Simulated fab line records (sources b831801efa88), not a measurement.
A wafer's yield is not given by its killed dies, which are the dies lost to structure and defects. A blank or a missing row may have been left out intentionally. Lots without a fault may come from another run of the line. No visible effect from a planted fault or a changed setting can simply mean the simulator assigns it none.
Which tool was responsible? || flow gf180mcu || Sampling: 12 lots, 36 wafers, 5 of 602 route steps

== WHAT THE GAUGES READ, wafer by wafer ==
GF_V3_RS_MEAS_24: the measuring method here is four-point-probe.
{"lot": "L689", "measured": "day 23 09:25", "on": "film-metro-03", "V3_W_RS (ohm/sq)": "0.331 0.327 0.331"}
{"lot": "L690", "measured": "day 23 13:11", "on": "film-metro-02", "V3_W_RS (ohm/sq)": "0.331 0.332 0.331"}
{"lot": "L692", "measured": "day 24 19:58", "on": "film-metro-02", "V3_W_RS (ohm/sq)": "0.328 0.330 0.326"}
{"lot": "L691", "measured": "day 24 22:12", "on": "film-metro-02", "V3_W_RS (ohm/sq)": "0.324 0.330 0.334"}
{"lot": "L693", "measured": "day 25 00:50", "on": "film-metro-02", "V3_W_RS (ohm/sq)": "0.330 0.333 0.333"}
{"lot": "L694", "measured": "day 25 05:40", "on": "film-metro-03", "V3_W_RS (ohm/sq)": "0.331 0.330 0.330"}
{"lot": "L696", "measured": "day 26 05:35", "on": "film-metro-02", "V3_W_RS (ohm/sq)": "0.327 0.329 0.329"}
{"lot": "L699", "measured": "day 26 12:00", "on": "film-metro-04", "V3_W_RS (ohm/sq)": "0.328 0.332 0.330"}
{"lot": "L702", "measured": "day 27 19:34", "on": "film-metro-04", "V3_W_RS (ohm/sq)": "0.331 0.332 0.335"}
{"lot": "L708", "measured": "day 29 14:55", "on": "film-metro-03", "V3_W_RS (ohm/sq)": "0.326 0.334 0.330"}
{"lot": "L707", "measured": "day 29 15:17", "on": "film-metro-03", "V3_W_RS (ohm/sq)": "0.330 0.324 0.330"}
{"lot": "L709", "measured": "day 29 20:44", "on": "film-metro-03", "V3_W_RS (ohm/sq)": "0.331 0.331 0.328"}

GF_M4_CD_MEAS_14 targets a cd of 280 nm.
{"lot": "L689", "measured": "day 24 08:29", "on": "cd-sem-01", "cd-nm (nm)": "281.6 282.2 282.7"}
{"lot": "L690", "measured": "day 24 11:46", "on": "cd-sem-01", "cd-nm (nm)": "280.0 280.0 279.8"}
{"lot": "L692", "measured": "day 25 17:50", "on": "cd-sem-02", "cd-nm (nm)": "277.5 277.2 279.6"}
{"lot": "L691", "measured": "day 25 19:20", "on": "cd-sem-01", "cd-nm (nm)": "280.5 281.1 282.2"}
{"lot": "L693", "measured": "day 25 23:00", "on": "cd-sem-01", "cd-nm (nm)": "280.0 280.6 280.9"}
{"lot": "L694", "measured": "day 26 03:49", "on": "cd-sem-01", "cd-nm (nm)": "281.3 281.2 281.1"}
{"lot": "L696", "measured": "day 27 02:54", "on": "cd-sem-02", "cd-nm (nm)": "282.4 281.2 282.0"}
{"lot": "L699", "measured": "day 27 08:36", "on": "cd-sem-01", "cd-nm (nm)": "280.9 280.4 279.8"}
{"lot": "L702", "measured": "day 28 16:31", "on": "cd-sem-01", "cd-nm (nm)": "273.7 271.3 278.3"}
{"lot": "L708", "measured": "day 30 10:09", "on": "cd-sem-01", "cd-nm (nm)": "280.3 281.0 280.1"}
{"lot": "L707", "measured": "day 30 10:49", "on": "cd-sem-02", "cd-nm (nm)": "279.0 280.0 279.0"}
{"lot": "L709", "measured": "day 30 15:11", "on": "cd-sem-02", "cd-nm (nm)": "278.6 278.4 279.2"}

== WHAT TOOL EACH LOT RAN ON (gives the tool, then ch and the chambers of the sampled wafers, and finally the start) ==
{"lot": "L689", "GF_V3_SPUTTER_22": "pvd-sputter-01, day 23 09:16", "GF_M4_SPUTTER_02": "pvd-sputter-03, day 23 10:01", "GF_M4_EXPOSE_11": "krf-scanner-01 ch 0, day 23 21:56"}
{"lot": "L690", "GF_V3_SPUTTER_22": "pvd-sputter-04, day 23 13:01", "GF_M4_SPUTTER_02": "pvd-sputter-02, day 23 13:46", "GF_M4_EXPOSE_11": "krf-scanner-01 ch 0, day 24 00:57"}
{"lot": "L692", "GF_V3_SPUTTER_22": "pvd-sputter-04, day 24 19:42", "GF_M4_SPUTTER_02": "pvd-sputter-02, day 24 20:35", "GF_M4_EXPOSE_11": "krf-scanner-02 ch 0, day 25 06:51"}
{"lot": "L691", "GF_V3_SPUTTER_22": "pvd-sputter-01, day 24 22:03", "GF_M4_SPUTTER_02": "pvd-sputter-01, day 24 22:49", "GF_M4_EXPOSE_11": "krf-scanner-02 ch 0, day 25 09:02"}
{"lot": "L693", "GF_V3_SPUTTER_22": "pvd-sputter-01, day 25 00:41", "GF_M4_SPUTTER_02": "pvd-sputter-02, day 25 01:26", "GF_M4_EXPOSE_11": "krf-scanner-02 ch 0, day 25 12:15"}
{"lot": "L694", "GF_V3_SPUTTER_22": "pvd-sputter-02, day 25 05:31", "GF_M4_SPUTTER_02": "pvd-sputter-03, day 25 06:17", "GF_M4_EXPOSE_11": "krf-scanner-01 ch 0, day 25 17:38"}
{"lot": "L696", "GF_V3_SPUTTER_22": "pvd-sputter-04, day 26 05:26", "GF_M4_SPUTTER_02": "pvd-sputter-03, day 26 06:12", "GF_M4_EXPOSE_11": "krf-scanner-01 ch 0, day 26 17:40"}
{"lot": "L699", "GF_V3_SPUTTER_22": "pvd-sputter-01, day 26 11:51", "GF_M4_SPUTTER_02": "pvd-sputter-02, day 26 12:37", "GF_M4_EXPOSE_11": "krf-scanner-02 ch 0, day 26 22:52"}
{"lot": "L702", "GF_V3_SPUTTER_22": "pvd-sputter-02, day 27 19:25", "GF_M4_SPUTTER_02": "pvd-sputter-03, day 27 21:27", "GF_M4_EXPOSE_11": "krf-scanner-02 ch 0, day 28 07:15"}
{"lot": "L708", "GF_V3_SPUTTER_22": "pvd-sputter-01, day 29 14:46", "GF_M4_SPUTTER_02": "pvd-sputter-02, day 29 15:31", "GF_M4_EXPOSE_11": "krf-scanner-01 ch 0, day 30 00:48"}
{"lot": "L707", "GF_V3_SPUTTER_22": "pvd-sputter-02, day 29 15:08", "GF_M4_SPUTTER_02": "pvd-sputter-03, day 29 15:54", "GF_M4_EXPOSE_11": "krf-scanner-01 ch 0, day 30 01:20"}
{"lot": "L709", "GF_V3_SPUTTER_22": "pvd-sputter-01, day 29 20:35", "GF_M4_SPUTTER_02": "pvd-sputter-02, day 29 21:20", "GF_M4_EXPOSE_11": "krf-scanner-01 ch 0, day 30 06:38"}
- GF_V3_SPUTTER_22: material TiN, target thk 10 nm, time 40 s.
- GF_M4_SPUTTER_02: material AlCu, target thk 450 nm, time 23.9 s.
- GF_M4_EXPOSE_11: exposes mask Metal4, target cd 280 nm.

== AS READ BY THE TOOLS THEMSELVES (means over the sampled wafers that have a number; for cases with no such wafer, the mark the record gives instead) ==
GF_V3_SPUTTER_22.
{"lot": "L689", "tool": "pvd-sputter-01", "throttle-valve-pct (%)": 29.3}
{"lot": "L690", "tool": "pvd-sputter-04", "throttle-valve-pct (%)": 29.5}
{"lot": "L692", "tool": "pvd-sputter-04", "throttle-valve-pct (%)": 30.1}
{"lot": "L691", "tool": "pvd-sputter-01", "throttle-valve-pct (%)": 29.4}
{"lot": "L693", "tool": "pvd-sputter-01", "throttle-valve-pct (%)": 29.4}
{"lot": "L694", "tool": "pvd-sputter-02", "throttle-valve-pct (%)": 29.4}
{"lot": "L696", "tool": "pvd-sputter-04", "throttle-valve-pct (%)": 30.1}
{"lot": "L699", "tool": "pvd-sputter-01", "throttle-valve-pct (%)": 29.9}
{"lot": "L702", "tool": "pvd-sputter-02", "throttle-valve-pct (%)": 29.9}
{"lot": "L708", "tool": "pvd-sputter-01", "throttle-valve-pct (%)": 29.7}
{"lot": "L707", "tool": "pvd-sputter-02", "throttle-valve-pct (%)": 29.7}
{"lot": "L709", "tool": "pvd-sputter-01", "throttle-valve-pct (%)": 29.5}

GF_M4_SPUTTER_02.
{"lot": "L689", "tool": "pvd-sputter-03", "throttle-valve-pct (%)": 30.9}
{"lot": "L690", "tool": "pvd-sputter-02", "throttle-valve-pct (%)": 29.8}
{"lot": "L692", "tool": "pvd-sputter-02", "throttle-valve-pct (%)": 29.2}
{"lot": "L691", "tool": "pvd-sputter-01", "throttle-valve-pct (%)": 29.8}
{"lot": "L693", "tool": "pvd-sputter-02", "throttle-valve-pct (%)": 29.3}
{"lot": "L694", "tool": "pvd-sputter-03", "throttle-valve-pct (%)": 31.9}
{"lot": "L696", "tool": "pvd-sputter-03", "throttle-valve-pct (%)": 31.0}
{"lot": "L699", "tool": "pvd-sputter-02", "throttle-valve-pct (%)": 29.9}
{"lot": "L702", "tool": "pvd-sputter-03", "throttle-valve-pct (%)": 29.9}
{"lot": "L708", "tool": "pvd-sputter-02", "throttle-valve-pct (%)": 29.7}
{"lot": "L707", "tool": "pvd-sputter-03", "throttle-valve-pct (%)": 30.9}
{"lot": "L709", "tool": "pvd-sputter-02", "throttle-valve-pct (%)": 29.4}

GF_M4_EXPOSE_11.
{"lot": "L689", "tool": "krf-scanner-01", "exposure-dose-mJ-cm2": 27.930}
{"lot": "L690", "tool": "krf-scanner-01", "exposure-dose-mJ-cm2": 27.942}
{"lot": "L692", "tool": "krf-scanner-02", "exposure-dose-mJ-cm2": 27.967}
{"lot": "L691", "tool": "krf-scanner-02", "exposure-dose-mJ-cm2": 27.982}
{"lot": "L693", "tool": "krf-scanner-02", "exposure-dose-mJ-cm2": 27.997}
{"lot": "L694", "tool": "krf-scanner-01", "exposure-dose-mJ-cm2": 27.935}
{"lot": "L696", "tool": "krf-scanner-01", "exposure-dose-mJ-cm2": 27.926}
{"lot": "L699", "tool": "krf-scanner-02", "exposure-dose-mJ-cm2": 27.947}
{"lot": "L702", "tool": "krf-scanner-02", "exposure-dose-mJ-cm2": 27.618}
{"lot": "L708", "tool": "krf-scanner-01", "exposure-dose-mJ-cm2": 27.921}
{"lot": "L707", "tool": "krf-scanner-01", "exposure-dose-mJ-cm2": 27.936}
{"lot": "L709", "tool": "krf-scanner-01", "exposure-dose-mJ-cm2": 27.925}

== THE ANSWER, worked out from the rows above alone ==
Rule: the lots themselves supply what counts as usual. The widest of any qualifying gaps counts: lots, ordered by their means at a reading, are off when they make up no more than a third of the lots, leave a main group of 4 or more, and stand apart from it by 3 or more times the standard deviation of that group's means. The tables above print the reading to a certain number of digits; a main group whose means all agree to those digits is not used. Also off: a lot with no number at a reading for which 4 or more lots have one. All remaining lots with rows at the step are treated as sound. The gauges are gone through in route order, then the tools' own readings, and for those a lot's mean is taken as printed above. The first step at which some lot is off is used, and at that step the reading that is off furthest; a lot without a number counts as furthest.
Off: L702 (GF_M4_CD_MEAS_14, cd-nm). Mean 280.4 nm and standard deviation 1.2 in the main group.
If a tool, at a process step before that reading, ran all the lots that are off and no sound lot after the first of them, it fits. Not tried: the gauges at GF_M4_CD_MEAS_14; whatever is off there is also off at GF_M4_EXPOSE_11, on other tools, and gauge error can't account for it. One fits: krf-scanner-02 at GF_M4_EXPOSE_11. A fault onset in the window from L699 (day 26 22:52, its last sound lot) to L702 (day 28 07:15, its first lot off) fits.
The tool's own readings at GF_M4_EXPOSE_11 bear it out: on the lots that are off they differ by more than 5 times the standard deviation of the sound lots' means. exposure-dose-mJ-cm2 reads 27.618 there against 27.946 on the sound lots.

== WHAT HAD BEEN PUT IN BY THE SIMULATOR ==
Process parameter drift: krf-scanner-02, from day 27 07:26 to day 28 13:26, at GF_M4_EXPOSE_11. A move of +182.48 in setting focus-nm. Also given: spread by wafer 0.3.
Shown lots that were struck: L702. The rule above reached the same finding.
